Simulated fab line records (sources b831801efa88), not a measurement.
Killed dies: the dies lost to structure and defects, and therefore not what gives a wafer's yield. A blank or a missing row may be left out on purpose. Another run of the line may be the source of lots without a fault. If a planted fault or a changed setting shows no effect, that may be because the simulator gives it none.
One fault through the eyes of 2 desks || flow gf180mcu || numbers are kept per desk, each desk with only its own; the story behind them comes last

== FOR THE TOOL OWNER'S DESK: implanter-02 ==
GF_MVPSD_IMPLANT_08, tool's own readings: per-lot mean of the sampled wafers with a number, covering each lot this tool ran. A lot is out of limits, marked OUT, if its mean lies more than 4 standard deviations from the usual mean; the brackets give that distance.
Columns: A = dose ions cm2 at GF_MVPSD_IMPLANT_08, usual 1.4999e+13
{"lot": "L498", "first seen here": "day 4 23:46", "A": 1.5005e+13}
{"lot": "L501", "first seen here": "day 5 14:36", "A": 1.4993e+13}
{"lot": "L502", "first seen here": "day 7 11:06", "A": 1.5027e+13}
{"lot": "L506", "first seen here": "day 7 16:18", "A": 1.4999e+13}
Finding of this desk: none of the 4 lots has anything out of limits.

== THE METROLOGY DESK ==
What the gauges read, lot by lot, whatever tool the lot ran on: means of the sampled wafers that have a number. A lot is out of limits, marked OUT, if its mean lies more than 4 standard deviations from the usual mean; the brackets give that distance.
Columns: A = VT_IMPLANT_01_OVL at GF_VT_IMPLANT_OVL_MEAS_18, usual -0.2 nm; B = VT_IMPLANT_02_OVL at GF_VT_IMPLANT_OVL_MEAS_29, usual -1.0 nm; C = MVPSD_RS at GF_VT_IMPLANT_RS_MEAS_49, usual 1166.9 ohm/sq; D = cd nm at GF_POLY_GATE_CD_MEAS_10, usual 279.5 nm
{"lot": "L496", "first seen here": "day 5 12:00", "A": 0.9, "B": -0.0, "C": 1167.4, "D": 277.5}
{"lot": "L497", "first seen here": "day 5 19:15", "A": -0.8, "B": 0.5, "C": 1163.0, "D": 279.6}
{"lot": "L498", "first seen here": "day 6 05:29", "A": -0.7, "B": -2.0, "C": 1167.2, "D": 281.4}
{"lot": "L499", "first seen here": "day 6 06:58", "A": 0.1, "B": -0.4, "C": 1165.0, "D": 281.1}
{"lot": "L500", "first seen here": "day 6 15:01", "A": -0.8, "B": -0.5, "C": 1169.8, "D": 279.4}
{"lot": "L501", "first seen here": "day 6 22:17", "A": -0.5, "B": -1.4, "C": 1164.8, "D": 279.9}
{"lot": "L502", "first seen here": "day 8 19:59", "A": 0.1, "B": -2.1, "C": 1166.4, "D": 279.6}
{"lot": "L506", "first seen here": "day 9 02:25", "A": 1.0, "B": 0.2, "C": 1173.4, "D": 280.5}
{"lot": "L513", "first seen here": "day 10 18:26", "A": -0.2, "B": -3.5, "C": 1167.9, "D": 280.1}
{"lot": "L514", "first seen here": "day 11 03:43", "A": 0.1, "B": 0.3, "C": 1168.6, "D": 280.3}
{"lot": "L516", "first seen here": "day 11 12:42", "A": 0.1, "B": -2.1, "C": 1166.3, "D": 277.5}
{"lot": "L517", "first seen here": "day 11 19:56", "A": -0.5, "B": 0.7, "C": 1167.2, "D": 278.4}
{"lot": "L519", "first seen here": "day 12 12:02", "A": 0.2, "B": -0.8, "C": 1168.9, "D": 279.8}
Finding of this desk: none of the 13 lots has anything out of limits.

== TAKEN TOGETHER ==
The desk of the tool owner found nothing out of limits.
Nothing out of limits was seen by the metrology desk.

== WHAT HAD BEEN PUT IN BY THE SIMULATOR ==
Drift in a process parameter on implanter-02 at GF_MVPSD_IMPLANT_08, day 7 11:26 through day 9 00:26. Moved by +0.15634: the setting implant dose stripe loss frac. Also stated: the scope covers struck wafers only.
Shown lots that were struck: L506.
